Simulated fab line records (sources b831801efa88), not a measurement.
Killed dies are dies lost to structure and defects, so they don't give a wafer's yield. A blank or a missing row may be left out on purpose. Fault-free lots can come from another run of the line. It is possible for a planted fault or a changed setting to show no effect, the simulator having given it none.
fab line records | flow sky130
[record] lots = 11 | wafers = 33 | last_day = 50
route steps=708 shown METAL1@436 VIA1@461 PAD_OPEN@708
lots that met no fault: from a run of the same line without faults
start_h: hours from the record's opening day to when the first of the lot's shown wafers began | wait_h: time in hours since the lot's previous step | " repeats the value in the row above | L1.1+2: a single row standing in for several wafers | - no value, or no start was given | * or withheld: withheld | < > ~ a bound
route shown NAME@n: names a module that has steps shown in the file, with the first one's number in the route | usual: mean/standard deviation taken from wafers without a fault | same: alike in all rows | chamber/n: place in a boat | sites: each site's reading | _std_site: standard deviation of those values | _edge_site: mean of outer sites minus mean of inner sites | radius_mm: for every site, how far away it sits from the centre of the wafer | mask NAME#n: copy n | behind: tool/chamber where the wafer was last shaped | hold: the reason the lot was held/the length of the hold in hours/how it ended | device: the transistor (n, p or np) that didn't switch | end of line: the same wafers' tests at the end of the route | step lacking rows: just its recipe | killed: the dies lost at the first sort to structure and to defects; this is not the yield of the wafer | map: a wafer's dies, marking killed ones x, the rest . and places with no die _
set.NAME: the setting as run; set.NAME@STEP: as run at that earlier step | model.NAME: the simulator's own value behind a step, which no gauge read
steps of the route over a sample of lots; a table a step, a row a wafer
services: the hour from which a tool's chamber was out of use, counted from the record's first day as start_h (under 0 if before that day), plus the number of hours and why
[[steps]]
[step SKY_METAL1_SPUTTER_02]
[recipe] material = AlCu | target_thk_nm = 250 | power_w = 10600 | time_s = 13.3 | chamber_pressure_pa = 0.4
[usual] throttle_valve_pct = 30.2/1
lot.wafer | tool           | chamber | start_h | wait_h | throttle_valve_pct
L693.1    | pvd_sputter-03 | -       | 727.38  | 0.0    | 31.4
L693.5    | "              | -       | "       | "      | 31.0
L693.6    | "              | -       | "       | "      | 29.5
L695.1    | pvd_sputter-03 | -       | 749.87  | 0.0    | 31.2
L695.2    | "              | -       | "       | "      | 29.9
L695.4    | "              | -       | "       | "      | 31.5
L696.4    | pvd_sputter-04 | -       | 778.27  | 0.0    | 27.1
L696.5    | "              | -       | "       | "      | 31.2
L696.6    | "              | -       | "       | "      | 30.8
L700.1    | pvd_sputter-03 | -       | 788.84  | 0.0    | 31.3
L700.2    | "              | -       | "       | "      | 29.7
L700.4    | "              | -       | "       | "      | 29.6
L703.2    | pvd_sputter-03 | -       | 820.59  | 0.0    | 31.1
L703.4    | "              | -       | "       | "      | 29.7
L703.6    | "              | -       | "       | "      | 31.5
L702.1    | pvd_sputter-01 | -       | 820.94  | 0.0    | 30.1
L702.2    | "              | -       | "       | "      | 30.1
L702.3    | "              | -       | "       | "      | 28.8
L705.1    | pvd_sputter-04 | -       | 834.49  | 0.0    | 27.0
L705.5    | "              | -       | "       | "      | 30.5
L705.6    | "              | -       | "       | "      | 29.6
L706.3    | pvd_sputter-01 | -       | 839.18  | 0.0    | 29.9
L706.4    | "              | -       | "       | "      | 28.5
L706.6    | "              | -       | "       | "      | 30.2
L710.2    | pvd_sputter-03 | -       | 866.75  | 0.0    | 29.8
L710.3    | "              | -       | "       | "      | 31.4
L710.6    | "              | -       | "       | "      | 31.3
L714.1    | pvd_sputter-03 | -       | 898.33  | 0.0    | 29.9
L714.2    | "              | -       | "       | "      | 31.2
L714.4    | "              | -       | "       | "      | 31.4
L715.2    | pvd_sputter-01 | -       | 903.72  | 0.0    | 29.9
L715.3    | "              | -       | "       | "      | 30.3
L715.4    | "              | -       | "       | "      | 30.8
[step SKY_METAL1_OVL_MEAS_16]
[usual] METAL1_OVL = -3/4.7
lot.wafer | tool       | chamber | start_h | wait_h | METAL1_OVL[nm]
L693.1    | overlay-02 | -       | 754.77  | 0.1    | -5
L693.5    | "          | -       | "       | "      | -6
L693.6    | "          | -       | "       | "      | -9
L695.1    | overlay-02 | -       | 776.50  | 0.1    | -6
L695.2    | "          | -       | "       | "      | -10
L695.4    | "          | -       | "       | "      | -8
L696.4    | overlay-02 | -       | 805.76  | 0.1    | -4
L696.5    | "          | -       | "       | "      | -8
L696.6    | "          | -       | "       | "      | -4
L700.1    | overlay-01 | -       | 815.45  | 0.1    | -2
L700.2    | "          | -       | "       | "      | -1
L700.4    | "          | -       | "       | "      | -1
L703.2    | overlay-02 | -       | 847.75  | 0.1    | -8
L703.4    | "          | -       | "       | "      | -1
L703.6    | "          | -       | "       | "      | 2
L702.1    | overlay-02 | -       | 848.09  | 0.1    | -1
L702.2    | "          | -       | "       | "      | -13
L702.3    | "          | -       | "       | "      | 1
L705.1    | overlay-01 | -       | 861.83  | 0.1    | -5
L705.5    | "          | -       | "       | "      | -5
L705.6    | "          | -       | "       | "      | 3
L706.3    | overlay-02 | -       | 866.95  | 0.1    | 0
L706.4    | "          | -       | "       | "      | -5
L706.6    | "          | -       | "       | "      | 1
L710.2    | overlay-02 | -       | 894.45  | 0.1    | -2
L710.3    | "          | -       | "       | "      | 1
L710.6    | "          | -       | "       | "      | -2
L714.1    | overlay-02 | -       | 923.63  | 0.1    | -2
L714.2    | "          | -       | "       | "      | 5
L714.4    | "          | -       | "       | "      | 6
L715.2    | overlay-01 | -       | 928.63  | 0.1    | -6
L715.3    | "          | -       | "       | "      | -3
L715.4    | "          | -       | "       | "      | -1
[step SKY_METAL1_ETCH_18]
[recipe] chemistry = N2/H2 | target = BARC | ion_energy_ev = 200 | bias_w = 100 | pressure_mtorr = 30 | n2_flow_sccm = 100 | h2_flow_sccm = 200 | icp_w = 500 | stop_on = SiO2 | time_s = 45.9 | target_depth_a = 600
[usual] chamber_pressure_mTorr = 30.002/0.03 | drypump_motor_current_A = 5.5/0.37 | oes_product_au = 0.854/0.0047 | throttle_valve_pct = 13.224/0.0091
lot.wafer | tool         | chamber | start_h | wait_h | chamber_pressure_mTorr | drypump_motor_current_A | oes_product_au | rf_hours_counter_h | throttle_valve_pct
L693.1    | rie_metal-02 | 0       | 754.83  | 0.0    | 30.015                 | 5.6                     | 0.853          | 1                  | 13.226
L693.5    | "            | 0       | "       | "      | 29.968                 | 5.6                     | 0.855          | -                  | 13.214
L693.6    | "            | 1       | "       | "      | 29.973                 | 5.6                     | 0.854          | -                  | 13.228
L695.1    | rie_metal-02 | 0       | 776.56  | 0.0    | 30.012                 | 5.7                     | 0.847          | 2                  | 13.232
L695.2    | "            | 1       | "       | "      | 29.951                 | 5.6                     | 0.855          | 13                 | 13.206
L695.4    | "            | 0       | "       | "      | 30.016                 | 5.6                     | 0.852          | -                  | 13.228
L696.4    | rie_metal-01 | 1       | 805.83  | 0.0    | 30.080                 | 5.2                     | 0.857          | -                  | 13.235
L696.5    | "            | 0       | "       | "      | 30.056                 | 5.6                     | 0.850          | -                  | 13.235
L696.6    | "            | 1       | "       | "      | 29.984                 | 5.2                     | 0.858          | -                  | 13.216
L700.1    | rie_metal-04 | 0       | 815.52  | 0.0    | 29.952                 | 6.2                     | 0.853          | 2                  | 13.237
L700.2    | "            | 1       | "       | "      | 29.988                 | 4.8                     | 0.844          | 12                 | 13.241
L700.4    | "            | 1       | "       | "      | 29.957                 | 4.8                     | 0.857          | -                  | 13.221
L703.2    | rie_metal-02 | 1       | 847.81  | 0.0    | 29.977                 | 5.6                     | 0.856          | 1                  | 13.221
L703.4    | "            | 1       | "       | "      | 30.018                 | 5.6                     | 0.859          | -                  | 13.224
L703.6    | "            | 1       | "       | "      | 30.019                 | 5.7                     | 0.857          | -                  | 13.218
L702.1    | rie_metal-04 | 1       | 848.16  | 0.0    | 29.997                 | 4.9                     | 0.854          | 13                 | 13.235
L702.2    | "            | 0       | "       | "      | 30.015                 | 6.2                     | 0.859          | 4                  | 13.229
L702.3    | "            | 1       | "       | "      | 30.041                 | 4.9                     | 0.849          | -                  | 13.215
L705.1    | rie_metal-04 | 0       | 861.90  | 0.0    | 30.040                 | 6.2                     | 0.841          | 4                  | 13.211
L705.5    | "            | 0       | "       | "      | 29.971                 | 6.2                     | 0.850          | -                  | 13.226
L705.6    | "            | 1       | "       | "      | 30.023                 | 4.8                     | 0.852          | -                  | 13.226
L706.3    | rie_metal-01 | 0       | 867.03  | 0.0    | 30.021                 | 5.6                     | 0.858          | -                  | 13.237
L706.4    | "            | 1       | "       | "      | 29.997                 | 5.2                     | 0.856          | -                  | 13.236
L706.6    | "            | 0       | "       | "      | 29.992                 | 5.6                     | 0.864          | -                  | 13.228
L710.2    | rie_metal-04 | 1       | 894.51  | 0.0    | 29.975                 | 4.9                     | 0.863          | 15                 | 13.230
L710.3    | "            | 0       | "       | "      | 30.015                 | 6.2                     | 0.854          | -                  | 13.220
L710.6    | "            | 1       | "       | "      | 29.975                 | 4.9                     | 0.849          | -                  | 13.236
L714.1    | rie_metal-02 | 1       | 923.70  | 0.0    | 30.023                 | 5.7                     | 0.852          | 4                  | 13.240
L714.2    | "            | 0       | "       | "      | 30.018                 | 5.6                     | 0.846          | 10                 | 13.207
L714.4    | "            | 1       | "       | "      | 30.019                 | 5.6                     | 0.846          | -                  | 13.227
L715.2    | rie_metal-01 | 0       | 928.70  | 0.0    | 30.013                 | 5.6                     | 0.854          | 10                 | 13.234
L715.3    | "            | 0       | "       | "      | 29.991                 | 5.6                     | 0.857          | -                  | 13.228
L715.4    | "            | 1       | "       | "      | 29.962                 | 5.2                     | 0.855          | -                  | 13.232
[step SKY_METAL1_STRIP_20]
[recipe] chemistry = O2/N2 | power_w = 1400 | pressure_mtorr = 1500 | platen_temp_c = withheld | o2_flow_sccm = 3000 | n2_flow_sccm = 300 | overash_fraction = 0.5
[usual] chamber_pressure_mTorr = 1500.1/1.4 | drypump_motor_current_A = 5.6/0.49 | oes_product_au = 0.343/0.0049 | strip_time_to_endpoint_s = 2.71/0.033
lot.wafer | tool            | chamber | start_h | wait_h | chamber_pressure_mTorr | drypump_motor_current_A | oes_product_au | rf_hours_counter_h | strip_time_to_endpoint_s
L693.1    | plasma_asher-02 | 1       | 754.99  | 0.1    | 1499.3                 | 6.5                     | 0.340          | 1                  | 2.68
L693.5    | "               | 0       | "       | "      | 1498.9                 | 5.2                     | 0.341          | -                  | 2.67
L693.6    | "               | 1       | "       | "      | 1501.2                 | 6.5                     | 0.341          | -                  | 2.66
L695.1    | plasma_asher-02 | 1       | 776.72  | 0.1    | 1498.4                 | 6.5                     | 0.339          | 3                  | 2.71
L695.2    | "               | 0       | "       | "      | 1500.7                 | 5.2                     | 0.342          | 3                  | 2.67
L695.4    | "               | 0       | "       | "      | 1500.2                 | 5.2                     | 0.345          | -                  | 2.70
L696.4    | plasma_asher-02 | 0       | 806.00  | 0.1    | 1499.5                 | 5.2                     | 0.343          | -                  | 2.71
L696.5    | "               | 0       | "       | "      | 1502.0                 | 5.2                     | 0.340          | -                  | 2.68
L696.6    | "               | 1       | "       | "      | 1499.7                 | 6.5                     | 0.351          | -                  | 2.68
L700.1    | plasma_asher-02 | 0       | 815.67  | 0.1    | 1499.0                 | 5.2                     | 0.352          | 7                  | 2.79
L700.2    | "               | 1       | "       | "      | 1500.2                 | 6.5                     | 0.344          | 7                  | 2.76
L700.4    | "               | 0       | "       | "      | 1501.2                 | 5.2                     | 0.341          | -                  | 2.75
L703.2    | plasma_asher-02 | 0       | 847.96  | 0.1    | 1500.6                 | 5.2                     | 0.337          | 10                 | 2.70
L703.4    | "               | 1       | "       | "      | 1501.9                 | 6.5                     | 0.341          | -                  | 2.66
L703.6    | "               | 0       | "       | "      | 1499.9                 | 5.2                     | 0.346          | -                  | 2.72
L702.1    | plasma_asher-01 | 0       | 848.31  | 0.1    | 1501.4                 | 5.7                     | 0.341          | 68                 | 2.72
L702.2    | "               | 1       | "       | "      | 1500.4                 | 5.4                     | 0.345          | 68                 | 2.78
L702.3    | "               | 1       | "       | "      | 1496.9                 | 5.4                     | 0.341          | -                  | 2.72
L705.1    | plasma_asher-02 | 1       | 862.05  | 0.1    | 1500.0                 | 6.5                     | 0.341          | 11                 | 2.74
L705.5    | "               | 1       | "       | "      | 1501.6                 | 6.5                     | 0.345          | -                  | 2.73
L705.6    | "               | 0       | "       | "      | 1501.3                 | 5.3                     | 0.338          | -                  | 2.68
L706.3    | plasma_asher-04 | 0       | 867.20  | 0.1    | 1498.3                 | 5.0                     | 0.339          | -                  | 2.77
L706.4    | "               | 1       | "       | "      | 1500.3                 | 5.6                     | 0.355          | -                  | 2.74
L706.6    | "               | 1       | "       | "      | 1499.6                 | 5.6                     | 0.346          | -                  | 2.74
L710.2    | plasma_asher-01 | 1       | 894.66  | 0.1    | 1500.2                 | 5.4                     | 0.350          | 73                 | 2.71
L710.3    | "               | 0       | "       | "      | 1501.6                 | 5.6                     | 0.355          | -                  | 2.86
L710.6    | "               | 1       | "       | "      | 1501.6                 | 5.4                     | 0.348          | -                  | 2.74
L714.1    | plasma_asher-02 | 0       | 923.85  | 0.1    | 1498.2                 | 5.2                     | 0.344          | 18                 | 2.73
L714.2    | "               | 1       | "       | "      | 1499.7                 | 6.5                     | 0.343          | 18                 | 2.71
L714.4    | "               | 1       | "       | "      | 1498.0                 | 6.4                     | 0.344          | -                  | 2.70
L715.2    | plasma_asher-04 | 0       | 928.85  | 0.1    | 1499.5                 | 5.0                     | 0.339          | 52                 | 2.73
L715.3    | "               | 0       | "       | "      | 1502.2                 | 5.0                     | 0.343          | -                  | 2.75
L715.4    | "               | 1       | "       | "      | 1501.4                 | 5.6                     | 0.347          | -                  | 2.72
[step SKY_VIA1_BOW_MEAS_03]
[recipe] mode = bow
[usual] VIA1_BOW = 79/7.4
lot.wafer | tool          | chamber | start_h | wait_h | VIA1_BOW[um]
L693.1    | film_metro-04 | -       | 756.12  | 0.2    | 70
L693.5    | "             | -       | "       | "      | 75
L693.6    | "             | -       | "       | "      | 79
L695.1    | film_metro-01 | -       | 777.92  | 0.1    | 88
L695.2    | "             | -       | "       | "      | 73
L695.4    | "             | -       | "       | "      | 76
L696.4    | film_metro-01 | -       | 807.27  | 0.2    | 90
L696.5    | "             | -       | "       | "      | 66
L696.6    | "             | -       | "       | "      | 75
L700.1    | film_metro-02 | -       | 816.78  | 0.1    | 70
L700.2    | "             | -       | "       | "      | 64
L700.4    | "             | -       | "       | "      | 84
L703.2    | film_metro-01 | -       | 849.09  | 0.2    | 80
L703.4    | "             | -       | "       | "      | 80
L703.6    | "             | -       | "       | "      | 81
L702.1    | film_metro-02 | -       | 849.39  | 0.2    | 73
L702.2    | "             | -       | "       | "      | 69
L702.3    | "             | -       | "       | "      | 77
L705.1    | film_metro-04 | -       | 863.12  | 0.2    | 79
L705.5    | "             | -       | "       | "      | 86
L705.6    | "             | -       | "       | "      | 80
L706.3    | film_metro-04 | -       | 868.27  | 0.1    | 89
L706.4    | "             | -       | "       | "      | 82
L706.6    | "             | -       | "       | "      | 83
L710.2    | film_metro-02 | -       | 895.79  | 0.2    | 86
L710.3    | "             | -       | "       | "      | 85
L710.6    | "             | -       | "       | "      | 71
L714.1    | film_metro-02 | -       | 924.92  | 0.2    | 91
L714.2    | "             | -       | "       | "      | 85
L714.4    | "             | -       | "       | "      | 87
L715.2    | film_metro-04 | -       | 929.94  | 0.2    | 73
L715.3    | "             | -       | "       | "      | 86
L715.4    | "             | -       | "       | "      | 83
[step SKY_PAD_OPEN_PROBE_99]
[usual] defect_limited_yield = 82.5/1.9 | killed_at_M0_to_M3 = 44/6.6 | killed_at_M4_up = 3.0/2 | killed_at_contacts = 24/5.1 | killed_at_front_end = 15/4.1 | killed_at_other = 0.4/0.62 | killed_dies = 86/9.3 | killed_open = 46/6.8 | killed_short = 40/5.8 | sort_bin_3_pad_short = 0.8/0.4 | sort_bin_5_function = 10.3/1.4 | sort_bin_6_memory = 6.4/1 | sort_n_pass = 406/9.3 | sort_yield_pct = 82.5/1.9
[same] gross_dies = 492 | killed_at_back_side = 0 | sort_bin_4_leakage[%] = 0 | sort_bin_8_speed[%] = 0
lot.wafer | tool      | chamber | start_h | wait_h | defect_limited_yield[%] | killed_at_M0_to_M3 | killed_at_M4_up | killed_at_contacts | killed_at_front_end | killed_at_other | killed_dies | killed_open | killed_short | sort_bin_3_pad_short[%] | sort_bin_5_function[%] | sort_bin_6_memory[%] | sort_n_pass | sort_yield_pct[%]
L702.1    | prober-02 | -       | 1141.29 | 0.1    | 80.5                    | 46                 | 4               | 34                 | 11                  | 1               | 96          | 53          | 43           | 0.4                     | 13.2                   | 5.9                  | 396         | 80.5
L702.2    | prober-02 | -       | 1141.34 | 0.1    | 80.3                    | 47                 | 2               | 32                 | 16                  | 0               | 97          | 58          | 38           | 0.8                     | 11.8                   | 7.1                  | 395         | 80.3
L702.3    | prober-02 | -       | 1141.39 | 0.2    | 82.5                    | 47                 | 1               | 28                 | 10                  | 0               | 86          | 41          | 45           | 1.4                     | 9.6                    | 6.5                  | 406         | 82.5
L705.1    | prober-02 | -       | 1147.65 | 0.1    | 84.6                    | 42                 | 2               | 24                 | 8                   | 0               | 76          | 43          | 33           | 1.2                     | 7.1                    | 7.1                  | 416         | 84.6
L705.5    | prober-02 | -       | 1147.85 | 0.2    | 85.4                    | 34                 | 3               | 23                 | 12                  | 0               | 72          | 39          | 31           | 0.8                     | 8.1                    | 5.7                  | 420         | 85.4
L705.6    | prober-02 | -       | 1147.90 | 0.2    | 82.9                    | 41                 | 4               | 24                 | 15                  | 0               | 84          | 38          | 45           | 0.6                     | 9.8                    | 6.7                  | 408         | 82.9
// killed by level:class
L702.1 CONTACT:geometric_particle:open=12 LI_CONTACT:geometric_particle:open=10 VIA1:geometric_particle:open=9 METAL1:geometric_particle:short=6 VIA3:geometric_particle:open=5 VIA1:geometric_particle:short=5 VIA2:geometric_particle:open=5 FIELD_ISO:geometric_particle:short=4
L702.2 VIA1:geometric_particle:open=17 CONTACT:geometric_particle:open=13 VIA2:geometric_particle:open=7 LI_CONTACT:geometric_particle:open=6 METAL1:geometric_particle:short=6 CONTACT:geometric_particle:short=6 VIA3:geometric_particle:open=6 POLY_GATE:geometric_particle:short=5
L702.3 VIA1:geometric_particle:open=10 CONTACT:geometric_particle:short=8 CONTACT:geometric_particle:open=8 LOCAL_INTERCONNECT:geometric_particle:short=7 VIA2:geometric_particle:open=7 VIA1:geometric_particle:short=6 VIA3:geometric_particle:open=6 METAL2:geometric_particle:short=5
L705.1 VIA3:geometric_particle:open=10 VIA1:geometric_particle:open=8 VIA2:geometric_particle:open=7 LI_CONTACT:geometric_particle:open=6 CONTACT:geometric_particle:open=6 FIELD_ISO:geometric_particle:short=5 CONTACT:geometric_particle:short=4 LI_CONTACT:geometric_particle:short=3
L705.5 CONTACT:geometric_particle:open=9 METAL1:geometric_particle:short=6 VIA2:geometric_particle:open=6 VIA3:geometric_particle:open=6 FIELD_ISO:geometric_particle:short=5 LI_CONTACT:geometric_particle:open=5 METAL3:geometric_particle:short=5 VIA1:geometric_particle:open=4
L705.6 VIA1:geometric_particle:open=9 CONTACT:geometric_particle:open=9 METAL1:geometric_particle:short=8 VIA2:geometric_particle:open=8 FIELD_ISO:geometric_particle:short=7 CONTACT:geometric_particle:short=6 METAL2:geometric_particle:short=5 LI_CONTACT:geometric_particle:open=4
[[services]]
tool            | chamber | start_h | hours | kind
rie_metal-02    | 1       | 720.19  | 1.3   | repair
rie_metal-04    | -       | 724.11  | 14.6  | pm
plasma_asher-02 | -       | 733.75  | 9.0   | pm
plasma_asher-02 | 0       | 733.75  | 9.0   | vent_cycle
plasma_asher-02 | 1       | 733.75  | 9.0   | vent_cycle
plasma_asher-02 | -       | 737.95  | 3.9   | repair
plasma_asher-02 | -       | 741.57  | 0.5   | repair
plasma_asher-02 | 0       | 742.75  | -     | clean
plasma_asher-02 | 1       | 742.75  | -     | clean
pvd_sputter-01  | -       | 744.41  | 60.3  | repair
pvd_sputter-01  | -       | 748.20  | 5.6   | repair
rie_metal-02    | 1       | 778.40  | 13.6  | repair
pvd_sputter-03  | 0       | 780.98  | -     | consumable_replace:kit
pvd_sputter-03  | 0       | 780.98  | 18.0  | scheduled_down
rie_metal-04    | -       | 811.82  | 2.8   | pm
rie_metal-01    | -       | 828.55  | 14.6  | pm
plasma_asher-01 | -       | 832.91  | 2.8   | pm
plasma_asher-02 | -       | 833.90  | 2.6   | repair
pvd_sputter-04  | -       | 843.98  | 14.7  | repair
pvd_sputter-04  | -       | 903.38  | 32.2  | repair
rie_metal-02    | 1       | 905.05  | 10.4  | repair
pvd_sputter-01  | -       | 915.19  | 2.7   | repair
plasma_asher-04 | -       | 917.96  | 3.3   | repair
pvd_sputter-01  | -       | 923.58  | 3.6   | repair
[[key]]
[first_sign] step = SKY_METAL1_STRIP_20 | reading = strip_time_to_endpoint_s | direction = up | sigmas = 4.3 | usual = * | struck = *
effect none on later readings
met_at SKY_METAL1_ETCH_18
struck_lots L710
struck_wafers L710.3
not_acting_at SKY_METAL1_SPUTTER_02,SKY_METAL1_OVL_MEAS_16,SKY_VIA1_BOW_MEAS_03
onset_between 861.90 894.51
[fault] kind = process_parameter_drift | tool = rie_metal-04 | chamber = 0 | onset_h = 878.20 | steps = SKY_METAL1_ETCH_18 | channel = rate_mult | offset = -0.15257 | shape = step | end_h = 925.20
